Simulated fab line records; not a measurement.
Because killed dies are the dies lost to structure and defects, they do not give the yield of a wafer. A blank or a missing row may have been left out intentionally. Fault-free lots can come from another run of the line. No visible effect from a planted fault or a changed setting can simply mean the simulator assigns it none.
Matching of chambers    flow sky130    rie_diel-03 running SKY_CONTACT_ETCH_16: 4 sister chambers
The step etches BARC in N2/H2, stops on SiO2, time 45.9 s, target depth 60 nm. 8 wafers are shown with their chamber, then 7 later ones without.

## WAFERS PAIRED WITH THEIR CHAMBERS
wafer   chamber  drypump_motor_current_A (A)  rf_fwd_power_W (W)
L417.6  1        6.1                          496.9
L420.5  1        6.1                          497.8
L426.5  2        6.2                          493.0
L426.6  0        5.1                          494.6
L428.2  2        6.1                          493.7
L428.3  3        6.1                          495.6
L437.2  0        5.1                          493.4
L437.4  3        6.1                          495.7

## WAFERS WITH NO CHAMBER GIVEN
wafer   drypump_motor_current_A (A)  rf_fwd_power_W (W)
L437.5  5.1                          492.2
L438.4  6.1                          498.6
L438.5  6.1                          495.7
L438.6  5.1                          492.4
L439.1  6.1                          495.5
L439.5  6.2                          495.0
L439.6  6.1                          494.3

## WHICH CHAMBER EACH WENT THROUGH
wafer    from the rows above            in truth
L437.5   0                              0
L438.4   1                              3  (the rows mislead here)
L438.5   3                              3
L438.6   0                              0
L439.1   3                              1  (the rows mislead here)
L439.5   can't be placed: 3 or 2 or 1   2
L439.6   can't be placed: 2 or 3        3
Correct placement for 3 of the 7. Not placeable from these rows: 2 (in 2, the candidates include the true chamber). Placed wrongly: 2.
How it was worked out, from the rows above alone: a wafer's distance from a chamber is the root of the sum, over the readings, of the square of ((its reading less the chamber's mean) divided by the reading's scatter). The wafer belongs to the nearest chamber; if the next one is less than 2 further off, it can't be placed. Each chamber's mean is taken over the wafers shown for it. The scatter: take each reading less its chamber's mean, square it, sum over the shown wafers, divide by the number of wafers less the number of chambers, and take the root.
